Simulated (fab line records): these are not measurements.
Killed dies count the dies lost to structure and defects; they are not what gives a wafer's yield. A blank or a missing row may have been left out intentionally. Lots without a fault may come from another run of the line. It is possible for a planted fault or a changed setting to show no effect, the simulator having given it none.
What tool caused it? | flow sky130 | 45 wafers from 15 lots sampled at 5 of the route's 708 steps

WHAT EACH GAUGE READ, for each wafer
SKY_LDD_HVN_TW_MEAS_10. Usual: for LDD_HVN_TW the level is 1429 and the standard deviation is 13.
lot  | measured     | on            | LDD_HVN_TW     | flag
L626 | day 21 07:28 | film_metro-02 | 1452 1449 1447 |
L628 | day 22 08:23 | film_metro-02 | 1441 1445 1445 |
L630 | day 22 17:35 | film_metro-02 | 1439 1449 1449 |
L631 | day 22 19:32 | film_metro-03 | 1423 1421 1425 |
L632 | day 23 04:47 | film_metro-02 | 1436 1440 1448 |
L633 | day 23 11:12 | film_metro-03 | 1425 1430 1432 |
L634 | day 23 19:20 | film_metro-03 | 1429 1426 1431 |
L636 | day 24 12:11 | film_metro-02 | 1435 1435 1439 |
L639 | day 25 12:44 | film_metro-04 | 1406 1414 1404 |
L640 | day 26 14:31 | film_metro-02 | 1437 1439 1444 |
L642 | day 27 06:40 | film_metro-04 | 1407 1420 1411 |
L641 | day 27 07:45 | film_metro-03 | 1433 1438 1435 |
L643 | day 27 12:48 | film_metro-04 | 1407 1422 1406 |
L644 | day 27 13:58 | film_metro-02 | 1442 1450 1435 |
L647 | day 28 11:37 | film_metro-03 | 1423 1427 1428 |

SKY_SPACER_THK_MEAS_01. Usual: for SPACER_CVD_00_THK the level is 43.2 nm and the standard deviation is 0.53.
lot  | measured     | on            | SPACER_CVD_00_THK (nm) | flag
L626 | day 23 22:01 | film_metro-02 | 43.3 43.3 43.3         |
L628 | day 24 22:25 | film_metro-01 | 43.4 43.1 43.2         |
L630 | day 25 07:20 | film_metro-01 | 43.5 43.6 43.8         |
L631 | day 25 09:01 | film_metro-02 | 43.3 43.0 42.9         |
L632 | day 25 18:01 | film_metro-02 | 44.4 43.9 44.0         |
L633 | day 26 00:33 | film_metro-04 | 42.5 42.7 42.3         |
L634 | day 26 07:20 | film_metro-01 | 43.5 43.5 43.2         |
L636 | day 27 01:08 | film_metro-02 | 43.1 43.5 43.5         |
L639 | day 28 01:11 | film_metro-04 | 43.3 43.3 43.8         |
L640 | day 29 02:07 | film_metro-02 | 43.1 43.3 43.0         |
L642 | day 29 17:05 | film_metro-04 | 43.4 42.9 42.6         |
L641 | day 29 18:58 | film_metro-01 | 43.0 43.0 42.6         |
L643 | day 29 23:40 | film_metro-01 | 42.7 42.8 43.3         |
L644 | day 29 23:38 | film_metro-04 | 42.6 42.7 42.9         |
L647 | day 30 22:33 | film_metro-01 | 43.4 43.1 43.0         |

SKY_SD_N_CD_MEAS_07: the cd target is 380 nm. Usual: cd_nm at 380.0 nm, with a standard deviation of 2.4.
lot  | measured     | on        | cd_nm (nm)        | flag
L626 | day 28 18:59 | cd_sem-02 | 378.0 378.1 379.4 |
L628 | day 29 16:59 | cd_sem-02 | 379.8 380.5 379.0 |
L630 | day 30 03:23 | cd_sem-01 | 377.9 378.8 377.0 |
L631 | day 30 04:10 | cd_sem-01 | 381.8 379.0 382.7 |
L632 | day 30 12:15 | cd_sem-02 | 384.0 382.5 384.3 |
L633 | day 30 18:23 | cd_sem-02 | 377.7 378.4 379.7 |
L634 | day 31 00:20 | cd_sem-01 | 382.4 380.4 382.1 |
L636 | day 31 17:44 | cd_sem-01 | 380.7 380.9 379.0 |
L639 | day 32 15:48 | cd_sem-02 | - - -             | OFF
L640 | day 33 16:43 | cd_sem-02 | - - -             | OFF
L642 | day 34 05:44 | cd_sem-02 | - - -             | OFF
L641 | day 34 09:04 | cd_sem-02 | 379.8 380.2 383.7 |
L643 | day 34 12:53 | cd_sem-02 | 381.5 382.4 378.9 |
L644 | day 34 12:05 | cd_sem-02 | 377.6 379.2 381.0 |
L647 | day 35 10:22 | cd_sem-01 | 380.0 381.6 380.7 |

WHICH TOOL RAN EACH LOT (tool, then ch and the chambers of the sampled wafers, then the start)
lot  | SKY_RES_XHIGH_STRIP_08               | SKY_SD_N_COAT_02
L626 | plasma_asher-01 ch 0,1, day 27 14:42 | litho_track-04 ch 0, day 28 04:02
L628 | plasma_asher-03 ch 0,1, day 28 13:05 | litho_track-04 ch 0, day 29 02:56
L630 | plasma_asher-01 ch 1, day 28 23:12   | litho_track-01 ch 0, day 29 12:21
L631 | plasma_asher-04 ch 0,1, day 29 00:07 | litho_track-01 ch 0, day 29 13:46
L632 | plasma_asher-04 ch 0,1, day 29 08:54 | litho_track-04 ch 0, day 29 22:54
L633 | plasma_asher-03 ch 0,1, day 29 14:46 | litho_track-02 ch 0, day 30 04:38
L634 | plasma_asher-03 ch 0,1, day 29 20:31 | litho_track-02 ch 0, day 30 09:53
L636 | plasma_asher-04 ch 0,1, day 30 14:17 | litho_track-04 ch 0, day 31 03:53
L639 | plasma_asher-03 ch 0,1, day 31 12:43 | litho_track-01, day 32 02:25
L640 | plasma_asher-04 ch 0,1, day 32 14:23 | litho_track-02, day 33 03:15
L642 | plasma_asher-04 ch 0,1, day 33 04:23 | litho_track-02, day 33 17:08
L641 | plasma_asher-04 ch 0,1, day 33 05:56 | litho_track-02 ch 0, day 33 19:29
L643 | plasma_asher-01 ch 0,1, day 33 10:50 | litho_track-02 ch 0, day 33 23:05
L644 | plasma_asher-04 ch 0,1, day 33 10:34 | litho_track-04 ch 0, day 33 22:41
L647 | plasma_asher-04 ch 0,1, day 34 08:40 | litho_track-04 ch 0, day 34 21:42
- SKY_RES_XHIGH_STRIP_08: strips in O2/N2.
- SKY_SD_N_COAT_02: resist thk 1140 nm.

WHAT THE TOOLS THEMSELVES READ (means of the sampled wafers that have a number; where no wafer has one, the mark that the record gives instead)
SKY_RES_XHIGH_STRIP_08. Usual: drypump_motor_current_A 5.68 A, standard deviation 0.3; oes_product_au 0.711 a.u., standard deviation 0.0042; strip_time_to_endpoint_s 14.26 s, standard deviation 0.045.
lot  | tool            | drypump_motor_current_A (A) | oes_product_au (a.u.) | strip_time_to_endpoint_s (s) | flag
L626 | plasma_asher-01 | 5.49                        | 0.712                 | 14.29                        |
L628 | plasma_asher-03 | 5.69                        | 0.712                 | 14.25                        |
L630 | plasma_asher-01 | 5.43                        | 0.714                 | 14.34                        |
L631 | plasma_asher-04 | 5.86                        | 0.711                 | 14.26                        |
L632 | plasma_asher-04 | 5.83                        | 0.712                 | 14.26                        |
L633 | plasma_asher-03 | 5.67                        | 0.713                 | 14.25                        |
L634 | plasma_asher-03 | 5.68                        | 0.713                 | 14.23                        |
L636 | plasma_asher-04 | 5.95                        | 0.712                 | 14.26                        |
L639 | plasma_asher-03 | 5.45                        | 0.710                 | 14.25                        |
L640 | plasma_asher-04 | 5.83                        | 0.709                 | 14.24                        |
L642 | plasma_asher-04 | 5.96                        | 0.714                 | 14.24                        |
L641 | plasma_asher-04 | 5.97                        | 0.709                 | 14.17                        |
L643 | plasma_asher-01 | 5.44                        | 0.710                 | 14.28                        |
L644 | plasma_asher-04 | 5.83                        | 0.711                 | 14.21                        |
L647 | plasma_asher-04 | 5.98                        | 0.711                 | 14.23                        |

SKY_SD_N_COAT_02. Usual: chill_plate_temp_C 23.00 C, standard deviation 0.091; dispense_pressure_kPa 50 kPa, standard deviation 3.1.
lot  | tool           | chill_plate_temp_C (C) | dispense_pressure_kPa (kPa) | flag
L626 | litho_track-04 | 23.10                  | 54                          |
L628 | litho_track-04 | 22.94                  | 54                          |
L630 | litho_track-01 | 23.02                  | 51                          |
L631 | litho_track-01 | 23.03                  | 51                          |
L632 | litho_track-04 | 22.94                  | 54                          |
L633 | litho_track-02 | 22.95                  | 47                          |
L634 | litho_track-02 | 22.90                  | 47                          |
L636 | litho_track-04 | 23.03                  | 54                          |
L639 | litho_track-01 | -                      | -                           | OFF
L640 | litho_track-02 | -                      | -                           | OFF
L642 | litho_track-02 | -                      | -                           | OFF
L641 | litho_track-02 | 23.00                  | 47                          |
L643 | litho_track-02 | 22.89                  | 47                          |
L644 | litho_track-04 | 22.90                  | 54                          |
L647 | litho_track-04 | 22.97                  | 54                          |

THE ANSWER, worked out from the rows above alone
Rule: a lot is off if the mean of its wafers that have a number lies more than 3 standard deviations from the usual mean. Also off: a lot with no number at a reading for which 4 or more lots have one. The other lots that the step has rows for count as sound. Order of review: gauges by route order, followed by the tools' own readings, for which a lot's mean as printed above is used. At the first step where some lot is off, the reading lying furthest off is the one used; lots without a number count as furthest.
Off: L639, L640, L642 (SKY_SD_N_CD_MEAS_07, cd_nm). Without a number there: L639, L640, L642.
If a tool, at a process step before that reading, ran all the lots that are off and no sound lot after the first of them, it fits. Not tried: the gauges at SKY_SD_N_CD_MEAS_07; whatever is off there is also off at SKY_SD_N_COAT_02, on other tools, and gauge error can't account for it. None of those tried fits.

WHAT THE SIMULATOR HAD PUT IN
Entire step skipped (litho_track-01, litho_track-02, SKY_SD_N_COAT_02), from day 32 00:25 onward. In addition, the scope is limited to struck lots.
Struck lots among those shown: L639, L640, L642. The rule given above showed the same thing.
